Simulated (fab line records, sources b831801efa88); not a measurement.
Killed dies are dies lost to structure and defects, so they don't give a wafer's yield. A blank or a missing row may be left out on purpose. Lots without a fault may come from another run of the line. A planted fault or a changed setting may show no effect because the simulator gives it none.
fab line records | flow gf180mcu
record lots=24 wafers=72 last_day=34
route steps=602 shown V2@407 M3@423 M4@461
lots that met no fault: from a run of the same line without faults
start_h: hours from the record's first day to the start of the lot's first wafer shown | wait_h: hours since the lot's step before | " the same as in the row above | L1.1+2: a row that stands for several wafers | - no value, or no start given | * or withheld: withheld | < > ~ a bound
route shown NAME@n: a module of which the file shows steps, and the number in the route of the first | usual: mean/standard deviation of fault-free wafers | same: alike in all rows | chamber/n: place in a boat | sites: the reading at each site | _std_site: their standard deviation | _edge_site: outer sites' mean less inner sites' | radius_mm: how far each site lies from the wafer's centre | mask NAME#n: copy n | behind: the tool/chamber that last shaped the wafer | hold: why the lot was held/for how many hours/how that ended | device: the transistor (n, p or np) that didn't switch | end of line: the same wafers' tests at the end of the route | a step without rows: its recipe alone | killed: dies lost to structure and defects at the first sort, not the wafer's yield | map: a wafer's dies, x killed, . not, _ none there
set.NAME: the setting as run; set.NAME@STEP: as run at that earlier step | model.NAME: the simulator's own value behind a step, which no gauge read
steps of the route over a sample of lots; a table a step, a row a wafer
services: from which hour (start_h, from the record's first day; less than 0 if before it) a tool's chamber was out of use, for how many hours, and why
## steps
# step GF_V2_THK_MEAS_25
# recipe thk_meas_gauge=xrf reads=W_of_V2_CVD_23
# usual V2_W_THK=343/4.6
# columns lot.wafer tool chamber start_h wait_h V2_W_THK[nm]
L074.2 film_metro-01 - 463.67 0.1 341
L074.3 " - " " 340
L074.5 " - " " 339
L075.3 film_metro-02 - 471.93 0.1 354
L075.5 " - " " 348
L075.6 " - " " 350
L076.1 film_metro-02 - 479.38 0.1 348
L076.4 " - " " 348
L076.5 " - " " 344
L077.2 film_metro-04 - 491.64 0.1 344
L077.3 " - " " 347
L077.5 " - " " 346
L078.1 film_metro-02 - 498.79 0.1 348
L078.4 " - " " 344
L078.5 " - " " 349
L079.2 film_metro-01 - 511.54 0.1 340
L079.3 " - " " 342
L079.5 " - " " 341
L080.1 film_metro-01 - 521.03 0.1 337
L080.2 " - " " 340
L080.4 " - " " 335
L081.1 film_metro-04 - 526.28 0.1 339
L081.3 " - " " 336
L081.5 " - " " 338
L082.1 film_metro-02 - 536.83 0.1 347
L082.2 " - " " 352
L082.3 " - " " 347
L083.2 film_metro-01 - 544.15 0.1 341
L083.3 " - " " 340
L083.4 " - " " 342
L084.1 film_metro-02 - 553.29 0.1 345
L084.2 " - " " 345
L084.4 " - " " 344
L085.2 film_metro-02 - 564.85 0.1 351
L085.3 " - " " 347
L085.6 " - " " 345
L086.1 film_metro-02 - 572.22 0.1 342
L086.3 " - " " 344
L086.5 " - " " 345
L087.2 film_metro-02 - 579.35 0.1 346
L087.5 " - " " 347
L087.6 " - " " 350
L088.3 film_metro-02 - 585.77 0.1 348
L088.4 " - " " 347
L088.6 " - " " 349
L089.3 film_metro-02 - 587.97 0.1 346
L089.5 " - " " 346
L089.6 " - " " 343
L090.1 film_metro-04 - 602.44 0.1 338
L090.2 " - " " 343
L090.3 " - " " 343
L091.1 film_metro-02 - 604.52 0.1 344
L091.2 " - " " 344
L091.5 " - " " 341
L092.3 film_metro-01 - 615.45 0.1 336
L092.4 " - " " 339
L092.6 " - " " 333
L093.1 film_metro-01 - 620.76 0.1 335
L093.4 " - " " 332
L093.5 " - " " 333
L094.1 film_metro-02 - 624.51 0.1 345
L094.3 " - " " 344
L094.6 " - " " 342
L095.3 film_metro-04 - 633.86 0.1 340
L095.5 " - " " 341
L095.6 " - " " 338
L096.2 film_metro-04 - 640.59 0.1 346
L096.3 " - " " 346
L096.5 " - " " 347
L097.1 film_metro-01 - 653.32 0.1 339
L097.3 " - " " 338
L097.5 " - " " 339
# step GF_M3_CD_MEAS_14
# recipe target_cd_nm=280
# usual cd_nm=280.0/1.4
# columns lot.wafer tool chamber start_h wait_h cd_nm
L074.2 cd_sem-01 - 488.55 0.1 280.4
L074.3 " - " " 280.3
L074.5 " - " " 281.5
L075.3 cd_sem-02 - 495.97 0.1 278.4
L075.5 " - " " 279.1
L075.6 " - " " 278.8
L076.1 cd_sem-01 - 503.89 0.1 280.4
L076.4 " - " " 279.9
L076.5 " - " " 280.2
L077.2 cd_sem-02 - 515.96 0.1 281.8
L077.3 " - " " 280.0
L077.5 " - " " 281.2
L078.1 cd_sem-02 - 522.64 0.1 280.7
L078.4 " - " " 281.8
L078.5 " - " " 281.9
L079.2 cd_sem-02 - 535.16 0.1 280.1
L079.3 " - " " 280.3
L079.5 " - " " 279.0
L080.1 cd_sem-02 - 544.13 0.1 279.3
L080.2 " - " " 279.7
L080.4 " - " " 278.9
L081.1 cd_sem-01 - 549.44 0.1 282.2
L081.3 " - " " 281.3
L081.5 " - " " 282.1
L082.1 cd_sem-02 - 559.19 0.1 280.2
L082.2 " - " " 279.8
L082.3 " - " " 279.7
L083.2 cd_sem-02 - 566.41 0.1 278.1
L083.3 " - " " 278.5
L083.4 " - " " 279.3
L084.1 cd_sem-02 - 575.29 0.1 279.9
L084.2 " - " " 279.2
L084.4 " - " " 280.6
L085.2 cd_sem-02 - 586.60 0.1 279.4
L085.3 " - " " 279.2
L085.6 " - " " 279.8
L086.1 cd_sem-01 - 593.71 0.2 278.6
L086.3 " - " " 278.1
L086.5 " - " " 279.9
L087.2 cd_sem-02 - 600.66 0.1 279.1
L087.5 " - " " 278.2
L087.6 " - " " 280.3
L088.3 cd_sem-02 - 606.78 0.1 278.1
L088.4 " - " " 279.6
L088.6 " - " " 278.6
L089.3 cd_sem-01 - 609.72 0.1 283.5
L089.5 " - " " 283.0
L089.6 " - " " 282.5
L090.1 cd_sem-01 - 623.49 0.1 280.2
L090.2 " - " " 278.9
L090.3 " - " " 279.3
L091.1 cd_sem-01 - 625.19 0.1 278.9
L091.2 " - " " 279.2
L091.5 " - " " 279.7
L092.3 cd_sem-02 - 636.58 0.1 283.1
L092.4 " - " " 282.5
L092.6 " - " " 282.8
L093.1 cd_sem-01 - 640.68 0.1 278.3
L093.4 " - " " 279.1
L093.5 " - " " 279.9
L094.1 cd_sem-01 - 645.14 0.1 280.2
L094.3 " - " " 280.4
L094.6 " - " " 280.1
L095.3 cd_sem-02 - 654.18 0.1 279.7
L095.5 " - " " 280.1
L095.6 " - " " 280.5
L096.2 cd_sem-01 - 660.86 0.1 277.9
L096.3 " - " " 278.5
L096.5 " - " " 278.6
L097.1 cd_sem-02 - 673.34 0.1 279.9
L097.3 " - " " 280.3
L097.5 " - " " 280.7
# step GF_M4_RS_MEAS_05
# recipe thk_meas_gauge=four-point-probe reads=TiN_of_M4_SPUTTER_04+Ti_of_M4_SPUTTER_03+AlCu_of_M4_SPUTTER_02+TiN_of_M4_SPUTTER_01+Ti_of_M4_SPUTTER_00
# usual M4_ALCU_RS=0.0666/0.00073
# columns lot.wafer tool chamber start_h wait_h M4_ALCU_RS[ohm/sq]
L074.2 film_metro-04 - 515.75 0.0 0.0657
L074.3 " - " " 0.0653
L074.5 " - " " 0.0653
L075.3 film_metro-04 - 523.25 0.1 0.0679
L075.5 " - " " 0.0678
L075.6 " - " " 0.0683
L076.1 film_metro-04 - 530.92 0.0 0.0659
L076.4 " - " " 0.0658
L076.5 " - " " 0.0661
L077.2 film_metro-02 - 542.08 0.0 0.0669
L077.3 " - " " 0.0667
L077.5 " - " " 0.0662
L078.1 film_metro-03 - 548.37 0.0 0.0680
L078.4 " - " " 0.0675
L078.5 " - " " 0.0676
L079.2 film_metro-04 - 560.33 0.0 0.0664
L079.3 " - " " 0.0667
L079.5 " - " " 0.0663
L080.1 film_metro-04 - 569.10 0.0 0.0672
L080.2 " - " " 0.0669
L080.4 " - " " 0.0674
L081.1 film_metro-03 - 574.57 0.0 0.0660
L081.3 " - " " 0.0661
L081.5 " - " " 0.0655
L082.1 film_metro-03 - 584.19 0.0 0.0669
L082.2 " - " " 0.0664
L082.3 " - " " 0.0664
L083.2 film_metro-02 - 590.84 0.0 0.0664
L083.3 " - " " 0.0655
L083.4 " - " " 0.0663
L084.1 film_metro-03 - 599.82 0.0 0.0669
L084.2 " - " " 0.0678
L084.4 " - " " 0.0673
L085.2 film_metro-04 - 610.90 0.0 0.0662
L085.3 " - " " 0.0658
L085.6 " - " " 0.0660
L086.1 film_metro-02 - 617.80 0.0 0.0667
L086.3 " - " " 0.0663
L086.5 " - " " 0.0666
L087.2 film_metro-04 - 624.73 0.0 0.0658
L087.5 " - " " 0.0658
L087.6 " - " " 0.0652
L088.3 film_metro-04 - 630.46 0.1 0.0661
L088.4 " - " " 0.0662
L088.6 " - " " 0.0654
L089.3 film_metro-04 - 633.25 0.1 0.0666
L089.5 " - " " 0.0665
L089.6 " - " " 0.0668
L090.1 film_metro-03 - 646.51 0.0 0.0654
L090.2 " - " " 0.0659
L090.3 " - " " 0.0660
L091.1 film_metro-04 - 648.06 0.0 0.0661
L091.2 " - " " 0.0664
L091.5 " - " " 0.0663
L092.3 film_metro-03 - 659.25 0.1 0.0671
L092.4 " - " " 0.0672
L092.6 " - " " 0.0673
L093.1 film_metro-04 - 663.65 0.0 0.0667
L093.4 " - " " 0.0674
L093.5 " - " " 0.0667
L094.1 film_metro-03 - 667.81 0.0 0.0660
L094.3 " - " " 0.0661
L094.6 " - " " 0.0661
L095.3 film_metro-04 - 677.10 0.1 0.0665
L095.5 " - " " 0.0667
L095.6 " - " " 0.0672
L096.2 film_metro-02 - 683.51 0.0 0.0674
L096.3 " - " " 0.0669
L096.5 " - " " 0.0679
L097.1 film_metro-04 - 695.62 0.0 0.0664
L097.3 " - " " 0.0670
L097.5 " - " " 0.0669
# step GF_M4_SOFTBAKE_10
# recipe temp_c=130 time_s=62.04 resist=KrF
# usual heater_power_total_W=93.18/0.069 plate_sensor_t_centre_C=131.01/0.0095 plate_sensor_t_edge_C=131.21/0.01
# columns lot.wafer tool chamber start_h wait_h heater_power_total_W plate_sensor_t_centre_C plate_sensor_t_edge_C
L074.2 litho_track-01 0 526.96 0.1 93.21 131.02 131.2
L074.3 " 0 " " 93.25 131.02 131.19
L074.5 " 0 " " 93.22 131.01 131.21
L075.3 litho_track-01 0 534.34 0.1 93.16 131.01 131.22
L075.5 " 0 " " 93.23 131.01 131.21
L075.6 " 0 " " 93.16 131.02 131.21
L076.1 litho_track-03 0 542.13 0.1 93.25 131.02 131.2
L076.4 " 0 " " 93.24 131.01 131.2
L076.5 " 0 " " 93.22 131.01 131.2
L077.2 litho_track-01 0 552.91 0.1 93.08 131.03 131.21
L077.3 " 0 " " 93.20 131.02 131.2
L077.5 " 0 " " 93.24 131.01 131.21
L078.1 litho_track-03 0 559.03 0.1 93.22 131.01 131.2
L078.4 " 0 " " 93.21 131.02 131.19
L078.5 " 0 " " 93.24 131 131.22
L079.2 litho_track-02 0 571.31 0.1 93.18 131.01 131.22
L079.3 " 0 " " 93.22 131 131.21
L079.5 " 0 " " 93.21 131.01 131.2
L080.1 litho_track-02 0 579.49 0.1 93.25 131 131.21
L080.2 " 0 " " 93.25 131.02 131.2
L080.4 " 0 " " 93.07 131.01 131.2
L081.1 litho_track-03 0 585.63 0.1 93.24 131.01 131.21
L081.3 " 0 " " 93.22 131.03 131.21
L081.5 " 0 " " 93.17 131.02 131.21
L082.1 litho_track-03 0 594.48 0.1 93.12 131.03 131.2
L082.2 " 0 " " 93.07 131.02 131.21
L082.3 " 0 " " 93.20 131.02 131.2
L083.2 litho_track-03 0 601.00 0.1 93.19 131.02 131.22
L083.3 " 0 " " 93.24 131.01 131.2
L083.4 " 0 " " 93.25 131.02 131.21
L084.1 litho_track-02 0 610.29 0.1 93.15 131.01 131.2
L084.2 " 0 " " 93.19 131.01 131.2
L084.4 " 0 " " 93.27 131.02 131.23
L085.2 litho_track-02 0 621.16 0.1 93.13 131.01 131.21
L085.3 " 0 " " 93.08 131.02 131.22
L085.6 " 0 " " 93.23 131 131.2
L086.1 litho_track-01 0 628.14 0.1 93.20 131.04 131.21
L086.3 " 0 " " 92.96 131.02 131.22
L086.5 " 0 " " 93.20 131.01 131.21
L087.2 litho_track-01 0 634.81 0.1 93.23 131 131.2
L087.5 " 0 " " 93.23 131.02 131.2
L087.6 " 0 " " 93.18 131 131.21
L088.3 litho_track-02 0 639.94 0.1 93.18 131.03 131.22
L088.4 " 0 " " 93.10 131.02 131.22
L088.6 " 0 " " 93.23 131 131.21
L089.3 litho_track-03 0 642.78 0.1 93.03 131.01 131.19
L089.5 " 0 " " 93.09 131.02 131.2
L089.6 " 0 " " 93.18 131.02 131.2
L090.1 litho_track-01 0 656.09 0.1 93.31 131.03 131.23
L090.2 " 0 " " 93.23 131.03 131.23
L090.3 " 0 " " 93.13 131 131.2
L091.1 litho_track-03 0 657.68 0.1 93.23 131.01 131.22
L091.2 " 0 " " 93.19 131.03 131.2
L091.5 " 0 " " 93.32 131.02 131.21
L092.3 litho_track-01 0 668.54 0.1 93.14 131.01 131.19
L092.4 " 0 " " 93.26 131.02 131.22
L092.6 " 0 " " 93.27 131.01 131.2
L093.1 litho_track-03 0 673.53 0.1 93.06 131.01 131.21
L093.4 " 0 " " 93.28 131.01 131.21
L093.5 " 0 " " 93.15 131.01 131.21
L094.1 litho_track-02 0 677.09 0.1 93.29 131.01 131.21
L094.3 " 0 " " 93.22 131.01 131.21
L094.6 " 0 " " 93.24 131.03 131.2
L095.3 litho_track-02 0 685.94 0.1 93.19 131.02 131.2
L095.5 " 0 " " 93.21 131.02 131.24
L095.6 " 0 " " 93.24 131.01 131.22
L096.2 litho_track-02 0 692.96 0.1 93.20 131 131.21
L096.3 " 0 " " 93.15 131.01 131.21
L096.5 " 0 " " 93.09 131.02 131.21
L097.1 litho_track-02 0 704.29 0.1 93.22 131 131.2
L097.3 " 0 " " 93.17 131.01 131.21
L097.5 " 0 " " 93.12 131 131.23
# step GF_M4_CD_MEAS_14
# recipe target_cd_nm=280
# usual cd_nm=280.1/1.1
# columns lot.wafer tool chamber start_h wait_h cd_nm
L074.2 cd_sem-02 - 538.95 0.1 278.1
L074.3 " - " " 278.9
L074.5 " - " " 279.1
L075.3 cd_sem-02 - 545.97 0.1 278.1
L075.5 " - " " 280.3
L075.6 " - " " 278.4
L076.1 cd_sem-01 - 553.19 0.1 280.5
L076.4 " - " " 280.6
L076.5 " - " " 280.7
L077.2 cd_sem-01 - 563.96 0.1 280.0
L077.3 " - " " 279.6
L077.5 " - " " 279.1
L078.1 cd_sem-01 - 570.39 0.1 281.0
L078.4 " - " " 281.9
L078.5 " - " " 282.6
L079.2 cd_sem-01 - 581.50 0.1 280.6
L079.3 " - " " 279.8
L079.5 " - " " 281.7
L080.1 cd_sem-01 - 590.28 0.1 280.7
L080.2 " - " " 281.3
L080.4 " - " " 280.8
L081.1 cd_sem-02 - 596.04 0.1 281.2
L081.3 " - " " 280.5
L081.5 " - " " 280.8
L082.1 cd_sem-02 - 604.94 0.1 280.1
L082.2 " - " " 279.8
L082.3 " - " " 278.6
L083.2 cd_sem-01 - 611.90 0.1 278.5
L083.3 " - " " 279.7
L083.4 " - " " 280.1
L084.1 cd_sem-01 - 620.80 0.2 278.6
L084.2 " - " " 278.2
L084.4 " - " " 277.0
L085.2 cd_sem-01 - 630.96 0.1 281.5
L085.3 " - " " 280.7
L085.6 " - " " 280.5
L086.1 cd_sem-02 - 638.48 0.1 280.2
L086.3 " - " " 280.6
L086.5 " - " " 280.3
L087.2 cd_sem-02 - 644.56 0.1 281.3
L087.5 " - " " 280.5
L087.6 " - " " 280.5
L088.3 cd_sem-01 - 650.02 0.1 281.0
L088.4 " - " " 280.9
L088.6 " - " " 282.1
L089.3 cd_sem-01 - 652.93 0.1 280.5
L089.5 " - " " 280.1
L089.6 " - " " 281.9
L090.1 cd_sem-02 - 665.64 0.1 279.4
L090.2 " - " " 279.5
L090.3 " - " " 280.1
L091.1 cd_sem-01 - 667.28 0.1 280.3
L091.2 " - " " 280.3
L091.5 " - " " 279.7
L092.3 cd_sem-02 - 678.23 0.1 279.7
L092.4 " - " " 279.3
L092.6 " - " " 280.0
L093.1 cd_sem-01 - 682.78 0.1 278.7
L093.4 " - " " 278.4
L093.5 " - " " 279.2
L094.1 cd_sem-01 - 686.13 0.1 280.6
L094.3 " - " " 281.0
L094.6 " - " " 280.6
L095.3 cd_sem-01 - 695.52 0.1 278.6
L095.5 " - " " 280.3
L095.6 " - " " 278.1
L096.2 cd_sem-01 - 702.11 0.1 279.6
L096.3 " - " " 279.2
L096.5 " - " " 280.4
L097.1 cd_sem-02 - 713.38 0.1 280.7
L097.3 " - " " 280.5
L097.5 " - " " 281.2
# step GF_M4_STRIP_17
# recipe chemistry=O2/N2 power_w=1400 pressure_mtorr=1500 platen_temp_c=250 o2_flow_sccm=3000 n2_flow_sccm=300 overash_fraction=0.5
# usual drypump_motor_current_A=6.2/0.42 heater_power_w=317/27 oes_product_au=0.538/0.0049 strip_time_to_endpoint_s=7.39/0.041
# columns lot.wafer tool chamber start_h wait_h drypump_motor_current_A heater_power_w oes_product_au rf_hours_counter_h strip_time_to_endpoint_s
L074.2 plasma_asher-01 0 539.21 0.1 5.3 274 0.540 40 7.35
L074.3 " 1 " " 6.0 357 0.536 - 7.48
L074.5 " 1 " " 6.0 359 0.545 - 7.42
L075.3 plasma_asher-04 0 546.25 0.1 6.6 319 0.539 - 7.38
L075.5 " 1 " " 6.6 325 0.536 - 7.46
L075.6 " 0 " " 6.6 317 0.543 - 7.45
L076.1 plasma_asher-02 1 553.47 0.1 6.0 274 0.541 13 7.41
L076.4 " 1 " " 6.0 275 0.535 - 7.41
L076.5 " 1 " " 6.0 285 0.538 - 7.36
L077.2 plasma_asher-04 1 564.22 0.1 6.7 318 0.535 91 7.39
L077.3 " 1 " " 6.6 324 0.536 - 7.29
L077.5 " 0 " " 6.6 315 0.532 - 7.40
L078.1 plasma_asher-01 0 570.67 0.1 5.3 274 0.537 42 7.33
L078.4 " 1 " " 6.0 343 0.533 - 7.36
L078.5 " 0 " " 5.3 271 0.541 - 7.41
L079.2 plasma_asher-02 1 581.89 0.2 6.0 273 0.540 16 7.41
L079.3 " 1 " " 5.9 283 0.541 - 7.44
L079.5 " 0 " " 5.8 339 0.538 - 7.41
L080.1 plasma_asher-04 1 590.61 0.1 6.6 319 0.541 94 7.37
L080.2 " 0 " " 6.6 318 0.532 94 7.37
L080.4 " 1 " " 6.6 318 0.540 - 7.33
L081.1 plasma_asher-04 1 596.32 0.1 6.6 334 0.539 95 7.35
L081.3 " 1 " " 6.6 316 0.534 - 7.36
L081.5 " 0 " " 6.6 315 0.531 - 7.29
L082.1 plasma_asher-04 1 605.22 0.1 6.6 322 0.532 95 7.38
L082.2 " 0 " " 6.6 316 0.535 95 7.38
L082.3 " 1 " " 6.6 322 0.535 - 7.35
L083.2 plasma_asher-04 1 612.16 0.1 6.6 324 0.542 96 7.40
L083.3 " 1 " " 6.6 325 0.536 - 7.40
L083.4 " 0 " " 6.6 328 0.542 - 7.40
L084.1 plasma_asher-02 1 621.08 0.1 6.0 280 0.540 21 7.38
L084.2 " 0 " " 5.8 349 0.541 21 7.37
L084.4 " 1 " " 5.9 278 0.534 - 7.39
L085.2 plasma_asher-02 0 631.22 0.1 5.8 345 0.532 22 7.35
L085.3 " 0 " " 5.8 339 0.551 - 7.42
L085.6 " 0 " " 5.8 359 0.541 - 7.35
L086.1 plasma_asher-02 0 638.76 0.1 5.8 352 0.543 22 7.38
L086.3 " 1 " " 5.9 271 0.539 - 7.44
L086.5 " 1 " " 5.9 276 0.538 - 7.42
L087.2 plasma_asher-02 1 644.82 0.1 6.0 281 0.539 23 7.42
L087.5 " 0 " " 5.8 353 0.545 - 7.35
L087.6 " 1 " " 6.0 285 0.538 - 7.42
L088.3 plasma_asher-04 1 650.30 0.1 6.6 325 0.538 - 7.37
L088.4 " 0 " " 6.6 311 0.543 - 7.38
L088.6 " 0 " " 6.6 326 0.533 - 7.45
L089.3 plasma_asher-04 0 653.20 0.1 6.6 317 0.533 - 7.40
L089.5 " 1 " " 6.7 328 0.548 - 7.44
L089.6 " 0 " " 6.6 322 0.537 - 7.34
L090.1 plasma_asher-02 0 666.05 0.2 5.8 352 0.544 25 7.46
L090.2 " 1 " " 6.0 277 0.544 25 7.43
L090.3 " 0 " " 5.8 355 0.538 - 7.47
L091.1 plasma_asher-01 0 667.69 0.2 5.3 269 0.538 52 7.41
L091.2 " 1 " " 6.0 356 0.532 52 7.39
L091.5 " 0 " " 5.3 269 0.545 - 7.39
L092.3 plasma_asher-04 0 678.50 0.1 6.6 330 0.532 - 7.42
L092.4 " 1 " " 6.6 321 0.539 - 7.41
L092.6 " 0 " " 6.6 317 0.540 - 7.45
L093.1 plasma_asher-04 0 683.06 0.1 6.6 307 0.532 104 7.33
L093.4 " 1 " " 6.6 328 0.536 - 7.35
L093.5 " 0 " " 6.6 322 0.531 - 7.34
L094.1 plasma_asher-04 1 686.41 0.1 6.6 328 0.543 104 7.44
L094.3 " 1 " " 6.6 326 0.538 - 7.44
L094.6 " 0 " " 6.6 314 0.537 - 7.39
L095.3 plasma_asher-04 0 695.79 0.1 6.6 324 0.546 - 7.39
L095.5 " 0 " " 6.6 321 0.532 - 7.40
L095.6 " 1 " " 6.6 325 0.531 - 7.34
L096.2 plasma_asher-02 0 702.37 0.1 5.8 356 0.533 29 7.42
L096.3 " 1 " " 6.0 273 0.542 - 7.39
L096.5 " 0 " " 5.8 346 0.539 - 7.35
L097.1 plasma_asher-02 1 713.66 0.1 6.0 279 0.541 30 7.46
L097.3 " 1 " " 6.0 276 0.546 - 7.44
L097.5 " 0 " " 5.8 340 0.534 - 7.41
## services
# columns tool chamber start_h hours kind
plasma_asher-02 - 519.69 5.2 repair
plasma_asher-01 - 541.68 7.6 repair
plasma_asher-01 - 664.47 2.7 repair
## key
fault none
